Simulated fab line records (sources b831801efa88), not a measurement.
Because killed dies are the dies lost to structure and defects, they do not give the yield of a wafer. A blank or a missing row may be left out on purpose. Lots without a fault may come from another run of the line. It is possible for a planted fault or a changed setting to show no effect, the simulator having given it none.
Matching of chambers ; flow sky130 ; SKY_VIA2_ETCH_14 on rie diel-03 has 4 sister chambers
The step etches BARC in N2/H2, stops on SiO2, time 45.9 s, target depth 60 nm. 4 wafers are shown with their chamber, then 11 later ones without.

## WAFERS WITH THEIR CHAMBER
wafer;chamber;rf fwd power W (W)
L081.6;1;495.5
L091.4;2;495.9
L091.5;0;493.1
L092.1;3;495.8

## WAFERS WITH NO CHAMBER GIVEN
wafer;rf fwd power W (W)
L092.4;492.3
L092.5;498.8
L094.1;491.6
L094.3;495.5
L094.4;496.6
L095.1;497.5
L095.3;495.6
L095.6;496.4
L096.1;494.9
L096.2;498.6
L096.3;495.6

## THE CHAMBER EACH PASSED THROUGH
wafer;from the rows above;in truth
L092.4;can't be placed: 0 or 1 or 3 or 2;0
L092.5;can't be placed: 2 or 3 or 1 or 0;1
L094.1;can't be placed: 0 or 1 or 3 or 2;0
L094.3;can't be placed: 1 or 3 or 2 or 0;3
L094.4;can't be placed: 2 or 3 or 1 or 0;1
L095.1;can't be placed: 2 or 3 or 1 or 0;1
L095.3;can't be placed: 1 or 3 or 2 or 0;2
L095.6;can't be placed: 2 or 3 or 1 or 0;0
L096.1;can't be placed: 1 or 3 or 2 or 0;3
L096.2;can't be placed: 2 or 3 or 1 or 0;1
L096.3;can't be placed: 1 or 3 or 2 or 0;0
Correctly placed: 0 of 11. Unplaceable from these rows: 11, with the true chamber sitting among the candidates in 11. 0 placed wrongly.
How it was worked out, from the rows above alone: a wafer's distance from a chamber is the root of the sum, over the readings, of the square of ((its reading less the chamber's mean) divided by the reading's scatter). The wafer belongs to the nearest chamber; if the next one is less than 2 further off, it can't be placed. For every chamber, the mean is computed from those of its wafers that are shown. The scatter (one wafer shown for each chamber): square how far every hidden wafer sits from the nearest shown wafer, average those squares and take the square root.
